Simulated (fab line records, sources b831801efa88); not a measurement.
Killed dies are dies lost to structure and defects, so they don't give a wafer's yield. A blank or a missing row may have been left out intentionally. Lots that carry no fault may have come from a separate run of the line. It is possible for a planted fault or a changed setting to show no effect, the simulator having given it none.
fab line records	flow sky130
record lots=13	wafers=39	lastDay=50
route steps=708 shown NWELL@80 VT_ADJUST_NCORE@126 CONTACT@410 PAD_OPEN@708
lots that met no fault: taken from a fault-free run of the same line
startH: hours from the record's opening day to when the first of the lot's shown wafers began	waitH: hours from the lot's prior step to this one	" as in the row above	L1.1+2: several wafers, shown together as one row	- no value present, or no start provided	* or withheld: withheld	< > ~ a bound
route shown NAME@n: NAME is a module with steps in the file, n the number in the route of the first one	usual: mean/standard deviation taken from wafers without a fault	same: alike in all rows	chamber/n: place in a boat	sites: readings site by site	_std_site: standard deviation of those values	_edge_site: inner sites' mean taken away from outer sites' mean	radiusMm: for every site, how far away it sits from the centre of the wafer	mask NAME#n: copy n	behind: tool/chamber where the wafer was last shaped	hold: what put the lot on hold/how long, in hours/how the hold closed	device: names the non-switching transistor (n, p or np)	end of line: the tests these same wafers got at the end of their route	a step given without rows: its recipe and nothing more	killed: the dies lost at the first sort to structure and to defects; this is not the yield of the wafer	map: a wafer's dies, x killed, . not, _ none there
set.NAME: setting as actually run; set.NAME@STEP: the setting as run at that earlier step	model.NAME: the simulator's own value behind a step, which no gauge read
the route's steps for a sample of lots (tables are steps, rows are wafers)
services: the hour from which a tool's chamber was out of use, counted from the record's first day as startH (under 0 if before that day), plus the number of hours and why
## steps
# step SKY_NWELL_CLEAN_27
# recipe chemistry=SC1/SC2	mix=1:4:20	tempC=70	timeS=150	dry=n2Spin
# usual bathGuardTempC=69.9/0.38	bathHeatDutyPct=12.6/1.3	tempC=70.00/0.11
lot.wafer	tool	chamber	startH	waitH	bathGuardTempC	bathHeatDutyPct	tempC
L660.2	wetBench-02	2	106.76	0.0	69.2	12.5	70.07
L660.3	"	2	"	"	69.3	12.1	69.82
L660.6	"	2	"	"	69.3	12.1	69.99
L661.1	wetBench-01	1	122.61	0.1	69.9	13.9	69.91
L661.2	"	1	"	"	69.7	12.7	70.04
L661.6	"	1	"	"	70.0	13.2	69.69
L663.3	wetBench-02	3	138.51	0.0	-	-	-
L663.5	"	3	"	"	-	-	-
L663.6	"	3	"	"	-	-	-
L664.2	wetBench-03	0	145.86	0.0	-	-	-
L664.3	"	0	"	"	-	-	-
L664.5	"	0	"	"	-	-	-
L665.1	wetBench-02	3	146.21	0.1	-	-	-
L665.2	"	3	"	"	-	-	-
L665.5	"	3	"	"	-	-	-
L666.1	wetBench-01	1	147.46	0.1	69.8	13.0	70.11
L666.4	"	1	"	"	69.7	11.8	69.91
L666.6	"	1	"	"	69.8	13.0	70.00
L673.2	wetBench-01	1	190.74	0.0	69.6	12.9	69.93
L673.3	"	1	"	"	69.7	12.2	69.92
L673.6	"	1	"	"	69.8	13.0	69.93
L674.2	wetBench-03	0	193.91	0.0	69.6	12.0	70.13
L674.3	"	0	"	"	70.1	13.6	70.03
L674.5	"	0	"	"	69.7	13.7	70.15
L675.1	wetBench-02	1	199.91	0.1	69.8	10.2	69.91
L675.2	"	1	"	"	70.4	9.9	69.85
L675.4	"	1	"	"	70.4	8.7	69.97
L677.1	wetBench-02	0	210.54	0.1	70.3	12.3	70.06
L677.2	"	0	"	"	70.2	12.1	69.93
L677.6	"	0	"	"	70.1	11.7	70.10
L678.3	wetBench-02	3	219.49	0.0	70.2	13.6	70.09
L678.4	"	3	"	"	70.3	14.7	69.94
L678.5	"	3	"	"	70.5	14.2	70.07
L679.3	wetBench-02	1	224.44	0.0	70.1	11.1	69.97
L679.4	"	1	"	"	69.7	10.2	69.82
L679.5	"	1	"	"	70.1	11.5	69.82
L681.2	wetBench-02	3	247.59	0.0	70.2	14.0	69.98
L681.5	"	3	"	"	70.1	13.5	69.85
L681.6	"	3	"	"	70.0	13.9	70.00
# step SKY_VT_ADJUST_NCORE_CD_MEAS_07
# recipe targetCdNm=380
# usual cdNm=380.9/2.7
lot.wafer	tool	chamber	startH	waitH	cdNm
L660.2	cdSem-01	-	185.14	0.1	379.1
L660.3	"	-	"	"	380.2
L660.6	"	-	"	"	382.5
L661.1	cdSem-02	-	202.61	0.1	381.5
L661.2	"	-	"	"	381.7
L661.6	"	-	"	"	377.6
L663.3	cdSem-02	-	221.30	0.1	379.9
L663.5	"	-	"	"	378.8
L663.6	"	-	"	"	379.0
L664.2	cdSem-02	-	230.68	0.1	380.1
L664.3	"	-	"	"	382.7
L664.5	"	-	"	"	380.6
L665.1	cdSem-02	-	231.61	0.1	382.8
L665.2	"	-	"	"	383.5
L665.5	"	-	"	"	381.9
L666.1	cdSem-01	-	232.26	0.1	380.1
L666.4	"	-	"	"	379.9
L666.6	"	-	"	"	382.7
L673.2	cdSem-01	-	284.18	0.1	383.5
L673.3	"	-	"	"	383.9
L673.6	"	-	"	"	381.9
L674.2	cdSem-01	-	286.83	0.1	381.6
L674.3	"	-	"	"	381.6
L674.5	"	-	"	"	382.9
L675.1	cdSem-02	-	295.46	0.1	378.7
L675.2	"	-	"	"	381.6
L675.4	"	-	"	"	381.0
L677.1	cdSem-01	-	307.46	0.1	387.0
L677.2	"	-	"	"	385.2
L677.6	"	-	"	"	387.6
L678.3	cdSem-01	-	316.55	0.1	377.7
L678.4	"	-	"	"	376.9
L678.5	"	-	"	"	375.6
L679.3	cdSem-02	-	323.75	0.1	384.1
L679.4	"	-	"	"	383.9
L679.5	"	-	"	"	384.9
L681.2	cdSem-02	-	349.56	0.1	383.7
L681.5	"	-	"	"	381.1
L681.6	"	-	"	"	381.6
# step SKY_CONTACT_CMP_04
# recipe material=SiO2	downForcePsi=4	platenRpm=60	padVelocityMS=0.94248
# usual motorCurrentA=12.1/0.9	timeToEndpointS=85/4.2
lot.wafer	tool	chamber	startH	waitH	motorCurrentA	timeToEndpointS
L660.2	cmp-01	1	711.58	0.0	13.8	82
L660.3	"	0	"	"	11.7	85
L660.6	"	1	"	"	13.4	82
L661.1	cmp-02	3	730.97	0.1	13.4	85
L661.2	"	0	"	"	12.5	83
L661.6	"	2	"	"	13.0	80
L663.3	cmp-02	0	752.97	0.0	11.6	88
L663.5	"	0	"	"	12.5	85
L663.6	"	1	"	"	11.1	95
L665.2	cmp-01	2	762.86	0.2	10.9	82
L665.1	"	1	"	"	13.3	79
L665.5	"	3	"	"	12.0	82
L664.3	cmp-02	3	764.89	0.1	12.7	79
L664.2	"	0	"	"	12.6	86
L664.5	"	3	"	"	12.2	83
L666.1	cmp-02	1	769.09	0.1	11.7	86
L666.4	"	2	"	"	13.4	82
L666.6	"	2	"	"	12.9	84
L673.2	cmp-01	0	821.97	0.1	11.2	90
L673.3	"	1	"	"	13.5	85
L673.6	"	3	"	"	12.7	84
L674.2	cmp-01	2	827.25	0.0	10.7	84
L674.3	"	0	"	"	11.1	86
L674.5	"	3	"	"	12.1	84
L675.2	cmp-01	2	833.18	0.1	10.6	91
L675.4	"	0	"	"	11.8	86
L675.1	"	1	"	"	13.7	84
L677.2	cmp-01	1	848.60	0.0	13.8	77
L677.1	"	2	"	"	11.1	81
L677.6	"	1	"	"	13.2	80
L678.3	cmp-01	3	851.29	0.0	11.8	85
L678.4	"	1	"	"	13.9	85
L678.5	"	0	"	"	11.9	86
L679.4	cmp-02	0	855.20	0.1	12.2	90
L679.3	"	2	"	"	13.2	90
L679.5	"	0	"	"	12.5	89
L681.2	cmp-01	2	888.95	0.1	10.8	81
L681.5	"	0	"	"	11.3	82
L681.6	"	1	"	"	13.2	77
# step SKY_CONTACT_ETCH_18
# recipe target=Si3N4	chemistry=CHF3/O2	stopOn=TiN	sourceW=600	biasW=200	pressureMtorr=40	chf3FlowSccm=50	O2_flow_sccm=5	timeS=39	targetDepthA=750
# usual drypumpMotorCurrentA=5.9/0.37	oesProductAu=0.857/0.0088	throttleValvePct=8.793/0.0091
lot.wafer	tool	chamber	startH	waitH	drypumpMotorCurrentA	oesProductAu	rfHoursCounterH	throttleValvePct
L660.2	rieDiel-04	2	-	-	5.5	0.846	15	8.801
L660.3	"	0	"	"	6.2	0.845	13	8.785
L660.6	"	1	"	"	5.5	0.852	-	8.790
L661.1	rieDiel-04	3	-	-	6.3	0.854	7	8.795
L661.2	"	2	"	"	5.4	0.861	16	8.792
L661.6	"	0	"	"	6.2	0.858	-	8.793
L663.3	rieDiel-01	0	-	-	5.6	0.850	13	8.802
L663.5	"	0	"	"	5.6	0.861	-	8.796
L663.6	"	3	"	"	5.3	0.854	-	8.801
L665.1	rieDiel-03	2	-	-	5.6	0.845	13	8.793
L665.2	"	0	"	"	6.1	0.849	9	8.787
L665.5	"	0	"	"	6.1	0.846	-	8.794
L664.2	rieDiel-01	0	-	-	5.6	0.854	13	8.776
L664.3	"	3	"	"	5.3	0.856	8	8.802
L664.5	"	0	"	"	5.6	0.872	-	8.784
L666.1	rieDiel-03	2	-	-	5.6	0.847	13	8.785
L666.4	"	0	"	"	6.2	0.876	-	8.799
L666.6	"	1	"	"	6.0	0.850	-	8.790
L673.2	rieDiel-04	1	-	-	5.5	0.851	5	8.788
L673.3	"	2	"	"	5.4	0.865	18	8.778
L673.6	"	3	"	"	6.3	0.859	-	8.802
L674.2	rieDiel-01	3	-	-	5.2	0.871	10	8.783
L674.3	"	2	"	"	6.0	0.845	21	8.774
L674.5	"	0	"	"	5.7	0.867	-	8.813
L675.1	rieDiel-03	2	-	-	5.5	0.856	15	8.787
L675.2	"	0	"	"	6.2	0.852	12	8.799
L675.4	"	3	"	"	6.4	0.851	2	8.792
L677.1	rieDiel-03	1	-	-	6.0	0.845	13	8.775
L677.2	"	3	"	"	6.5	0.849	3	8.796
L677.6	"	3	"	"	6.5	0.856	-	8.803
L678.3	rieDiel-03	2	-	-	5.5	0.860	16	8.794
L678.4	"	0	"	"	6.2	0.858	12	8.791
L678.5	"	2	"	"	5.5	0.872	-	8.808
L679.3	rieDiel-04	3	-	-	6.4	0.849	11	8.803
L679.4	"	0	"	"	6.2	0.869	17	8.794
L679.5	"	2	"	"	5.5	0.860	-	8.787
L681.2	rieDiel-01	2	-	-	6.0	0.851	23	8.796
L681.5	"	3	"	"	5.2	0.867	-	8.788
L681.6	"	2	"	"	6.0	0.870	-	8.792
# step SKY_PAD_OPEN_PROBE_99
# usual killed_at_M0_to_M3=44/7.1	killed_at_M4_up=3.5/2	killedAtContacts=24/5.3	killedAtFrontEnd=15/4.8	killedAtOther=0.1/0.35	killedDies=86/9.3	killedOpen=47/7.8	killedShort=39/5.9
# same grossDies=492	killedAtBackSide=0
lot.wafer	tool	chamber	startH	waitH	killed_at_M0_to_M3	killed_at_M4_up	killedAtContacts	killedAtFrontEnd	killedAtOther	killedDies	killedOpen	killedShort
L660.2	prober-02	-	1079.03	0.1	45	5	11	11	0	72	35	37
L660.3	prober-02	-	1079.08	0.2	47	3	24	13	0	87	44	43
L660.6	prober-02	-	1079.23	0.2	50	3	25	9	0	87	53	34
L661.1	prober-01	-	1092.44	0.1	40	3	28	8	0	79	46	33
L661.2	prober-01	-	1092.49	0.1	41	2	27	13	0	83	46	37
L661.6	prober-01	-	1092.69	0.2	43	5	23	8	0	79	51	28
L663.3	prober-02	-	1110.85	0.2	44	2	24	13	0	83	54	29
L663.5	prober-02	-	1110.95	0.2	49	2	21	21	0	93	45	48
L663.6	prober-02	-	1111.00	0.2	45	2	20	11	0	78	38	40
L665.1	prober-01	-	1117.58	0.1	41	8	21	13	0	83	44	39
L665.2	prober-01	-	1117.63	0.1	50	4	23	19	0	96	46	50
L665.5	prober-01	-	1117.78	0.2	32	6	24	19	0	81	44	37
L664.2	prober-02	-	1119.43	0.1	41	0	25	15	0	81	47	34
L664.3	prober-02	-	1119.48	0.2	44	5	21	14	0	84	48	36
L664.5	prober-02	-	1119.58	0.2	52	2	28	15	0	97	56	41
L666.1	prober-01	-	1122.83	0.1	30	0	25	14	1	70	43	27
L666.4	prober-01	-	1122.98	0.2	38	2	19	14	0	73	42	31
L666.6	prober-01	-	1123.08	0.2	37	2	32	13	1	85	50	35
L673.2	prober-02	-	1161.61	0.1	33	6	19	13	0	71	36	35
L673.3	prober-02	-	1161.66	0.2	40	0	21	21	0	82	40	42
L673.6	prober-02	-	1161.81	0.2	57	3	32	18	0	110	61	49
L674.2	prober-01	-	1162.59	0.1	49	2	17	29	0	97	47	50
L674.3	prober-01	-	1162.64	0.2	54	1	25	23	0	103	58	45
L674.5	prober-01	-	1162.74	0.2	39	7	22	23	0	91	53	38
L675.1	prober-02	-	1169.71	0.1	39	3	29	11	0	82	49	33
L675.2	prober-02	-	1169.76	0.1	42	4	23	13	0	82	42	40
L675.4	prober-02	-	1169.86	0.2	41	5	22	15	1	84	42	42
L677.1	prober-02	-	1175.26	0.1	45	4	22	10	0	81	39	42
L677.2	prober-02	-	1175.31	0.1	57	1	19	13	0	90	51	39
L677.6	prober-02	-	1175.51	0.2	40	4	22	14	0	80	30	50
L678.3	prober-01	-	1179.86	0.2	47	5	27	17	1	97	56	41
L678.4	prober-01	-	1179.91	0.2	41	7	24	8	0	80	32	48
L678.5	prober-01	-	1179.96	0.2	39	1	32	14	0	86	37	49
L679.3	prober-02	-	1182.77	0.2	40	1	29	16	0	86	45	41
L679.4	prober-02	-	1182.82	0.2	45	5	28	9	0	87	41	46
L679.5	prober-02	-	1182.87	0.2	38	7	18	22	0	85	47	38
L681.2	prober-02	-	1204.09	0.1	49	2	25	14	1	91	55	36
L681.5	prober-02	-	1204.24	0.2	59	2	27	6	0	94	51	43
L681.6	prober-02	-	1204.29	0.2	54	4	24	14	0	96	49	47
# killed by level:class
L660.2 VIA1:geometricParticle:open=12 METAL1:geometricParticle:short=7 FIELD_ISO:geometricParticle:short=6 VIA2:geometricParticle:open=6 METAL2:geometricParticle:short=5 VIA1:geometricParticle:short=4 METAL4:geometricParticle:short=4 CONTACT:geometricParticle:open=3
L660.3 VIA1:geometricParticle:open=15 VIA1:geometricParticle:short=11 LI_CONTACT:geometricParticle:open=9 FIELD_ISO:geometricParticle:short=5 LOCAL_INTERCONNECT:geometricParticle:short=5 CONTACT:geometricParticle:open=5 METAL2:geometricParticle:short=4 METAL2:geometricParticle:open=3
L660.6 VIA1:geometricParticle:open=14 CONTACT:geometricParticle:open=12 METAL2:geometricParticle:short=7 VIA2:geometricParticle:open=6 LI_CONTACT:geometricParticle:open=5 METAL1:geometricParticle:short=5 VIA1:geometricParticle:short=5 VIA3:geometricParticle:open=5
L661.1 LI_CONTACT:geometricParticle:open=11 METAL1:geometricParticle:short=11 VIA3:geometricParticle:open=10 LOCAL_INTERCONNECT:geometricParticle:short=6 CONTACT:geometricParticle:open=6 VIA1:geometricParticle:open=6 VIA2:geometricParticle:open=5 POLY_GATE:geometricParticle:open=4
L661.2 CONTACT:geometricParticle:open=12 METAL1:geometricParticle:short=8 VIA1:geometricParticle:short=6 VIA1:geometricParticle:open=6 VIA3:geometricParticle:open=5 POLY_GATE:geometricParticle:open=4 LI_CONTACT:geometricParticle:open=4 VIA3:geometricParticle:short=4
L661.6 VIA1:geometricParticle:open=12 LI_CONTACT:geometricParticle:open=9 VIA2:geometricParticle:open=9 CONTACT:geometricParticle:open=6 VIA3:geometricParticle:open=6 METAL1:geometricParticle:short=5 POLY_GATE:geometricParticle:open=5 VIA1:geometricParticle:short=5
L663.3 VIA1:geometricParticle:open=15 CONTACT:geometricParticle:open=10 LI_CONTACT:geometricParticle:open=8 VIA2:geometricParticle:open=7 METAL2:geometricParticle:short=6 POLY_GATE:geometricParticle:open=5 METAL1:geometricParticle:short=5 VIA1:geometricParticle:short=4
L663.5 VIA1:geometricParticle:short=10 VIA1:geometricParticle:open=10 VIA3:geometricParticle:open=8 CONTACT:geometricParticle:open=6 LI_CONTACT:geometricParticle:open=6 FIELD_ISO:geometricParticle:open=5 POLY_GATE:geometricParticle:short=5 FIELD_ISO:geometricParticle:short=4
L663.6 METAL1:geometricParticle:short=10 CONTACT:geometricParticle:open=8 VIA2:geometricParticle:open=8 VIA1:geometricParticle:open=5 CONTACT:geometricParticle:short=4 LI_CONTACT:geometricParticle:open=4 VIA2:geometricParticle:short=4 METAL2:geometricParticle:short=4
L665.1 LI_CONTACT:geometricParticle:open=9 VIA1:geometricParticle:open=7 CONTACT:geometricParticle:open=6 VIA2:geometricParticle:open=6 METAL2:geometricParticle:short=5 METAL4:geometricParticle:short=5 FIELD_ISO:geometricParticle:short=4 LOCAL_INTERCONNECT:geometricParticle:short=4
L665.2 VIA1:geometricParticle:open=10 FIELD_ISO:geometricParticle:open=7 VIA2:geometricParticle:open=7 VIA3:geometricParticle:open=7 FIELD_ISO:geometricParticle:short=6 LI_CONTACT:geometricParticle:open=6 LI_CONTACT:geometricParticle:short=5 CONTACT:geometricParticle:open=5
L665.5 LI_CONTACT:geometricParticle:open=10 VIA1:geometricParticle:open=8 CONTACT:geometricParticle:open=6 FIELD_ISO:geometricParticle:open=5 METAL4:geometricParticle:short=5 VIA3:geometricParticle:open=4 POLY_GATE:geometricParticle:short=4 LOCAL_INTERCONNECT:geometricParticle:short=4
L664.2 VIA2:geometricParticle:open=10 CONTACT:geometricParticle:open=9 VIA1:geometricParticle:open=7 VIA3:geometricParticle:open=7 FIELD_ISO:geometricParticle:short=6 LOCAL_INTERCONNECT:geometricParticle:short=6 LI_CONTACT:geometricParticle:open=5 VIA1:geometricParticle:short=5
L664.3 VIA2:geometricParticle:open=14 VIA3:geometricParticle:open=7 CONTACT:geometricParticle:open=6 METAL2:geometricParticle:short=6 LI_CONTACT:geometricParticle:short=4 LOCAL_INTERCONNECT:geometricParticle:short=4 METAL1:geometricParticle:short=4 FIELD_ISO:geometricParticle:short=3
L664.5 VIA1:geometricParticle:open=17 LI_CONTACT:geometricParticle:open=10 VIA2:geometricParticle:open=9 FIELD_ISO:geometricParticle:open=6 CONTACT:geometricParticle:open=6 LOCAL_INTERCONNECT:geometricParticle:short=5 METAL1:geometricParticle:short=5 VIA1:geometricParticle:short=5
L666.1 VIA3:geometricParticle:open=9 CONTACT:geometricParticle:open=8 LI_CONTACT:geometricParticle:open=7 FIELD_ISO:geometricParticle:open=6 CONTACT:geometricParticle:short=4 METAL1:geometricParticle:short=4 VIA1:geometricParticle:open=4 POLY_GATE:geometricParticle:short=3
L666.4 LI_CONTACT:geometricParticle:open=10 METAL1:geometricParticle:short=9 VIA2:geometricParticle:open=7 VIA3:geometricParticle:open=7 POLY_GATE:geometricParticle:short=5 CONTACT:geometricParticle:open=5 VIA1:geometricParticle:open=5 POLY_GATE:geometricParticle:open=4
L666.6 CONTACT:geometricParticle:open=12 LI_CONTACT:geometricParticle:open=10 VIA1:geometricParticle:open=9 VIA1:geometricParticle:short=6 METAL1:geometricParticle:short=5 LOCAL_INTERCONNECT:geometricParticle:short=4 METAL2:geometricParticle:short=4 METAL3:geometricParticle:short=4
L673.2 VIA2:geometricParticle:open=7 LI_CONTACT:geometricParticle:open=7 VIA1:geometricParticle:open=7 FIELD_ISO:geometricParticle:short=4 POLY_GATE:geometricParticle:short=4 CONTACT:geometricParticle:open=4 CONTACT:geometricParticle:short=4 METAL4:geometricParticle:short=4
L673.3 VIA1:geometricParticle:open=15 CONTACT:geometricParticle:open=7 FIELD_ISO:geometricParticle:short=6 POLY_GATE:geometricParticle:short=6 METAL2:geometricParticle:short=6 POLY_GATE:geometricParticle:open=5 LI_CONTACT:geometricParticle:open=5 METAL1:geometricParticle:short=5
L673.6 LI_CONTACT:geometricParticle:open=12 CONTACT:geometricParticle:open=10 VIA1:geometricParticle:open=9 METAL2:geometricParticle:short=8 POLY_GATE:geometricParticle:open=7 VIA3:geometricParticle:short=7 VIA3:geometricParticle:open=7 VIA2:geometricParticle:open=7
L674.2 VIA1:geometricParticle:open=9 POLY_GATE:geometricParticle:short=8 METAL1:geometricParticle:short=8 CONTACT:geometricParticle:open=6 FIELD_ISO:geometricParticle:short=5 FIELD_ISO:geometricParticle:open=5 LI_CONTACT:geometricParticle:open=5 CONTACT:geometricParticle:short=5
L674.3 VIA1:geometricParticle:open=13 METAL2:geometricParticle:short=12 CONTACT:geometricParticle:open=11 LI_CONTACT:geometricParticle:open=7 POLY_GATE:geometricParticle:open=6 VIA3:geometricParticle:open=6 FIELD_ISO:geometricParticle:short=5 CONTACT:geometricParticle:short=5
L674.5 VIA1:geometricParticle:open=14 LI_CONTACT:geometricParticle:open=8 VIA3:geometricParticle:open=7 FIELD_ISO:geometricParticle:short=6 POLY_GATE:geometricParticle:open=5 LOCAL_INTERCONNECT:geometricParticle:short=5 CONTACT:geometricParticle:open=5 METAL1:geometricParticle:short=5
L675.1 CONTACT:geometricParticle:open=11 VIA2:geometricParticle:open=10 LI_CONTACT:geometricParticle:open=9 METAL1:geometricParticle:short=6 VIA1:geometricParticle:open=5 FIELD_ISO:geometricParticle:open=4 CONTACT:geometricParticle:short=4 METAL2:geometricParticle:short=4
L675.2 METAL1:geometricParticle:short=11 CONTACT:geometricParticle:open=8 LI_CONTACT:geometricParticle:open=7 METAL2:geometricParticle:short=5 VIA2:geometricParticle:open=5 VIA3:geometricParticle:open=5 CONTACT:geometricParticle:short=4 FIELD_ISO:geometricParticle:short=3
L675.4 CONTACT:geometricParticle:open=11 VIA3:geometricParticle:open=9 METAL2:geometricParticle:short=7 VIA1:geometricParticle:open=6 VIA1:geometricParticle:short=5 LI_CONTACT:geometricParticle:open=4 LOCAL_INTERCONNECT:geometricParticle:short=4 METAL1:geometricParticle:short=4
L677.1 METAL1:geometricParticle:short=10 VIA1:geometricParticle:open=8 LI_CONTACT:geometricParticle:open=7 VIA3:geometricParticle:open=6 VIA2:geometricParticle:open=5 LI_CONTACT:geometricParticle:short=4 CONTACT:geometricParticle:short=4 METAL2:geometricParticle:short=4
L677.2 VIA1:geometricParticle:open=11 CONTACT:geometricParticle:open=10 VIA3:geometricParticle:open=10 METAL2:geometricParticle:short=7 METAL1:geometricParticle:short=6 VIA2:geometricParticle:open=5 LI_CONTACT:geometricParticle:open=4 VIA2:geometricParticle:short=4
L677.6 CONTACT:geometricParticle:open=8 VIA1:geometricParticle:open=8 FIELD_ISO:geometricParticle:short=7 VIA1:geometricParticle:short=7 LI_CONTACT:geometricParticle:open=5 CONTACT:geometricParticle:short=5 METAL1:geometricParticle:short=5 VIA2:geometricParticle:short=5
L678.3 VIA1:geometricParticle:open=13 VIA2:geometricParticle:open=11 LI_CONTACT:geometricParticle:open=10 LOCAL_INTERCONNECT:geometricParticle:short=6 METAL2:geometricParticle:short=6 FIELD_ISO:geometricParticle:open=5 CONTACT:geometricParticle:open=5 CONTACT:geometricParticle:short=4
L678.4 LI_CONTACT:geometricParticle:open=7 VIA1:geometricParticle:short=7 VIA1:geometricParticle:open=7 VIA3:geometricParticle:open=6 METAL4:geometricParticle:short=6 CONTACT:geometricParticle:short=5 VIA3:geometricParticle:short=5 METAL1:geometricParticle:short=5
L678.5 LI_CONTACT:geometricParticle:open=10 METAL2:geometricParticle:short=10 CONTACT:geometricParticle:open=7 VIA1:geometricParticle:open=6 LOCAL_INTERCONNECT:geometricParticle:short=6 CONTACT:geometricParticle:short=6 METAL1:geometricParticle:short=6 FIELD_ISO:geometricParticle:short=4
L679.3 VIA1:geometricParticle:open=11 CONTACT:geometricParticle:open=9 CONTACT:geometricParticle:short=6 VIA2:geometricParticle:open=6 LI_CONTACT:geometricParticle:open=5 LI_CONTACT:geometricParticle:short=5 METAL2:geometricParticle:short=5 POLY_GATE:geometricParticle:short=4
L679.4 CONTACT:geometricParticle:short=9 VIA1:geometricParticle:open=9 VIA2:geometricParticle:open=9 CONTACT:geometricParticle:open=7 VIA2:geometricParticle:short=6 METAL2:geometricParticle:short=6 VIA3:geometricParticle:open=6 LI_CONTACT:geometricParticle:open=5
L679.5 VIA1:geometricParticle:open=9 VIA2:geometricParticle:open=8 FIELD_ISO:geometricParticle:short=7 LI_CONTACT:geometricParticle:open=7 FIELD_ISO:geometricParticle:open=6 METAL4:geometricParticle:short=6 VIA1:geometricParticle:short=6 CONTACT:geometricParticle:open=5
L681.2 VIA1:geometricParticle:open=12 LI_CONTACT:geometricParticle:open=8 CONTACT:geometricParticle:open=7 CONTACT:geometricParticle:short=7 VIA2:geometricParticle:open=7 VIA3:geometricParticle:open=6 VIA1:geometricParticle:short=5 METAL2:geometricParticle:short=5
L681.5 VIA1:geometricParticle:open=14 VIA2:geometricParticle:open=13 LI_CONTACT:geometricParticle:open=8 CONTACT:geometricParticle:open=8 CONTACT:geometricParticle:short=6 LI_CONTACT:geometricParticle:short=5 METAL1:geometricParticle:short=5 VIA1:geometricParticle:short=5
L681.6 VIA1:geometricParticle:open=13 VIA2:geometricParticle:open=10 CONTACT:geometricParticle:open=7 VIA1:geometricParticle:short=7 METAL1:geometricParticle:short=6 VIA3:geometricParticle:open=6 CONTACT:geometricParticle:short=5 FIELD_ISO:geometricParticle:short=4
## services
tool	chamber	startH	hours	kind
cmp-01	-	133.79	2.7	repair
cmp-02	-	148.23	0.8	repair
cmp-01	-	175.01	0.6	repair
wetBench-02	-	190.23	4.4	pm
cmp-01	-	216.45	0.3	repair
cmp-01	-	232.00	4.0	pm
cmp-01	-	244.65	0.6	repair
cmp-01	-	259.26	2.9	repair
cmp-01	-	313.38	13.9	pm
cmp-01	-	327.28	5.4	pm
cmp-01	-	342.03	2.2	repair
cmp-01	-	342.38	1.4	repair
cmp-01	-	422.24	3.0	repair
cmp-01	-	428.78	1.6	repair
cmp-01	-	447.33	1.4	repair
cmp-01	-	461.99	1.5	repair
cmp-01	-	466.42	0.2	repair
cmp-01	-	472.71	5.0	pm
cmp-01	-	572.00	4.0	pm
cmp-01	-	695.12	4.6	pm
cmp-01	-	804.09	2.0	repair
cmp-01	-	834.07	5.2	repair
wetBench-02	-	898.96	2.9	repair
cmp-01	-	912.00	4.0	pm
## key
firstSign step=SKY_NWELL_CLEAN_27	reading=toolRecord	direction=missing
effect none on later readings
metAt SKY_NWELL_CLEAN_27
struckLots L663,L664,L665
testerLeftOut L663,L664,L665
notActingAt SKY_VT_ADJUST_NCORE_CD_MEAS_07,SKY_CONTACT_CMP_04,SKY_CONTACT_ETCH_18
onsetBetween 106.76 138.51
fault kind=skippedStepWhole	tool=wetBench-02,wetBench-03	chamber=-	onsetH=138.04	steps=SKY_NWELL_CLEAN_27	scope=struckLotsOnly
# testerLeftOut: of these lots the tester's yield and bins aren't shown, on N5 and GAA mostly nor the transistor test; their killed dies are dies lost to structure and defects alone, not to doping, threshold or leakage, so they don't give the yield
